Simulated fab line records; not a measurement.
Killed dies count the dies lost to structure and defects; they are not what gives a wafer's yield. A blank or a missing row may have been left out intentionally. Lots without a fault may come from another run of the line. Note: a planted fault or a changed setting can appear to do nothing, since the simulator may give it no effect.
Which tool is to blame? -- flow sfqLine -- at 1 step of a route of 325, 14 lots with 42 wafers sampled

== WHAT THE GAUGES READ, wafer by wafer ==
The record holds no reading of a measuring or inspecting step that can be judged against a usual standard deviation.

== EACH LOT AND THE TOOL THAT RAN IT (in order: tool; ch and the chambers of the sampled wafers; start) ==
lot,SFQ_TRILAYER_I5_LITHO_EXPOSE_145
L906,"krfScanner-02 ch 0, day 48 23:58"
L907,"krfScanner-02 ch 0, day 49 02:34"
L908,"krfScanner-02 ch 0, day 49 18:46"
L909,"krfScanner-02 ch 0, day 50 01:58"
L910,"krfScanner-02 ch 0, day 50 05:34"
L911,"krfScanner-02 ch 0, day 50 08:10"
L912,"krfScanner-02 ch 0, day 50 18:20"
L916,"krfScanner-02 ch 0, day 52 14:20"
L917,"krfScanner-02 ch 0, day 52 15:32"
L918,"krfScanner-02 ch 0, day 59 21:14"
L919,"krfScanner-02 ch 0, day 59 22:38"
L927,"krfScanner-01 ch 0, day 63 07:27"
L928,"krfScanner-01 ch 0, day 63 20:04"
L929,"krfScanner-01 ch 0, day 64 23:39"
- SFQ_TRILAYER_I5_LITHO_EXPOSE_145: exposes mask I5, target cd 700 nm.

== WHAT THE TOOLS THEMSELVES READ (means of the sampled wafers that have a number; where no wafer has one, the mark that the record gives instead) ==
SFQ_TRILAYER_I5_LITHO_EXPOSE_145. Usual: exposureDoseMJCm2 21.298, standard deviation 0.023; focusOffsetNm 0.1 nm, standard deviation 0.52.
lot,tool,exposureDoseMJCm2,focusOffsetNm (nm),flag
L906,krfScanner-02,21.280,0.1,
L907,krfScanner-02,21.279,0.3,
L908,krfScanner-02,21.277,-0.5,
L909,krfScanner-02,21.295,-0.3,
L910,krfScanner-02,21.320,0.6,
L911,krfScanner-02,21.298,1.0,
L912,krfScanner-02,21.273,0.6,
L916,krfScanner-02,20.861,0.3,OFF
L917,krfScanner-02,20.837,-0.4,OFF
L918,krfScanner-02,20.858,0.3,OFF
L919,krfScanner-02,20.822,0.1,OFF
L927,krfScanner-01,21.262,0.2,
L928,krfScanner-01,21.326,-0.6,
L929,krfScanner-01,21.307,-0.6,

== THE ANSWER, worked out from the rows above alone ==
Rule: a lot counts as off when the mean over its wafers that have a number is more than 3 standard deviations away from the usual mean. A lot without any number at a reading at which 4 lots or more have one is off too. Where the step has rows for the other lots, those lots are counted as sound. Order of review: gauges by route order, followed by the tools' own readings, for which a lot's mean as printed above is used. At the first step where some lot is off, the reading lying furthest off is the one used; lots without a number count as furthest.
Off: L916, L917, L918, L919, at SFQ_TRILAYER_I5_LITHO_EXPOSE_145 (exposureDoseMJCm2).
A tool fits if, at that step or a process step before it, it ran every lot that is off, and no sound lot after the first of them. One fits: krfScanner-02 at SFQ_TRILAYER_I5_LITHO_EXPOSE_145. A fault onset in the window from L912 (day 50 18:20, its last sound lot) to L916 (day 52 14:20, its first lot off) fits.
On the lots that are off, the tool's own readings at SFQ_TRILAYER_I5_LITHO_EXPOSE_145 differ by more than 5 times the standard deviation of the sound lots' means, which bears it out; exposureDoseMJCm2 reads 20.845 there versus 21.292 on the sound lots.

== WHAT THE SIMULATOR HAD INSERTED ==
Drift in process parameters on krfScanner-02 at SFQ_TRILAYER_I5_LITHO_EXPOSE_145, starting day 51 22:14. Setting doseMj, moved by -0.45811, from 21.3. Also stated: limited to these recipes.
Struck lots among those shown: L916, L917, L918, L919. The rule given above showed the same thing.
